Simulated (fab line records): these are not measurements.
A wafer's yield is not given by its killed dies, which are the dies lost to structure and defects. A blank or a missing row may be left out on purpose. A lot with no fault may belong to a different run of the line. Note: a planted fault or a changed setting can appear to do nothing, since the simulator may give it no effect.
Code-filled problem report in 8D (eight disciplines) form :: flow gf180mcu :: the parts of the form that need people (team, actions taken, sign-off) are left out

1. PROBLEM STATEMENT
On 2 wafers of 1 lot, chamber pressure pa at GF_V4_SPUTTER_22 has a mean of 4.543 Pa; fault-free wafers read 4.999 Pa, standard deviation 0.0099. Measured from the usual mean, that is -46 standard deviations.
The step: material TiN, target thk 10 nm, time 40 s.
The first sign was on wafer L700.1 at day 27 00:24, on pvd sputter-02. The record holds 15 wafers of 5 lots with a number at this step. By rule, "out" or "out of limits" means more than 4 standard deviations away from the usual mean. The rest of the wafers with a number are treated as sound.

2. WHAT THIS IS AND IS NOT
question: which readings at this step
is: chamber pressure pa
is not: throttle valve pct

question: which lots
is: L700
is not: L705, L709, L712, L713

question: which wafers of those lots
is: L700.1, L700.6
is not: L700.2

question: read on which tools
is: pvd sputter-02
is not: pvd sputter-03, pvd sputter-04

question: when
is: from day 27 00:24
is not: up to then (1 sound wafer); but 12 sound wafers of L705, L709, L712, L713 came after

3. WHAT RULES OUT EACH SUSPECT
Counting: if a tool at a process step up to the reading ran every lot that is out, it stays a suspect. Sound lots after the first of them don't rule it out here, since some wafers of a struck lot are sound.
- rie diel-01 at GF_V4_ETCH_16 (etches BARC in N2/H2): kept. It ran the lot that is out, L700 (day 26 23:39).
- rie diel-01 at GF_V4_ETCH_17 (etches SiO2 in C4F8/O2/Ar, stops on TiN, target depth 630 nm): kept. It ran the lot that is out, L700 (day 26 23:47). GF_V4_ETCH_17 gives no start for some lots, so the hours and the order of its lots are those of GF_V4_STRIP_18.
- plasma asher-01 at GF_V4_STRIP_18 (strips in O2/N2): kept. It ran the lot that is out, L700 (day 26 23:47).
- pvd sputter-02 at GF_V4_SPUTTER_21 (material Ti, target thk 15 nm, time 80.02 s): kept. It ran the lot that is out, L700 (day 27 00:20).
- pvd sputter-02 at GF_V4_SPUTTER_22 (material TiN, target thk 10 nm, time 40 s): kept. It ran the lot that is out, L700 (day 27 00:24). Its own chamber pressure pa readings are out on those wafers.
- Within rie diel-01 at GF_V4_ETCH_16: the wafers that are out ran in chambers 0, 2; their sound lot-mates ran in chamber 1.
- Within rie diel-01 at GF_V4_ETCH_17: the wafers that are out ran in chambers 0, 2; their sound lot-mates ran in chamber 1.
Left after counting: rie diel-01 at GF_V4_ETCH_16, rie diel-01 at GF_V4_ETCH_17, plasma asher-01 at GF_V4_STRIP_18, pvd sputter-02 at GF_V4_SPUTTER_21, pvd sputter-02 at GF_V4_SPUTTER_22.

4. THE CAUSE (what the simulator had put in)
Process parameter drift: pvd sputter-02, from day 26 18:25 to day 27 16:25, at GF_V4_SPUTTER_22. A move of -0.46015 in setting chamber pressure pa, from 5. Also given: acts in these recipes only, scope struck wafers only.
After counting, 5 suspects remain, this tool included.

5. THE CHAIN OF EFFECTS, in route order
One row per reading whose mean, taken over the struck wafers that have a number, lies over 3 standard deviations from the usual. Only readings whose record carries a usual standard deviation are examined. hours: median over the lots of the time between each lot's start at the first step of this table that gives one and its start at this step. sigmas: the change, counted in usual standard deviations.
hours: 0
step: GF_V4_SPUTTER_22
reading: chamber pressure pa
usual: 4.999 Pa
on struck wafers: 4.543
change: -0.455
sigmas: -46
The process steps in it:
- GF_V4_SPUTTER_22: material TiN, target thk 10 nm, time 40 s.

6. HOW IT WOULD HAVE BEEN CAUGHT EARLIER
In this record the first reading out of limits was taken at day 27 00:24, 6 hours after the fault began at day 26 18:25.
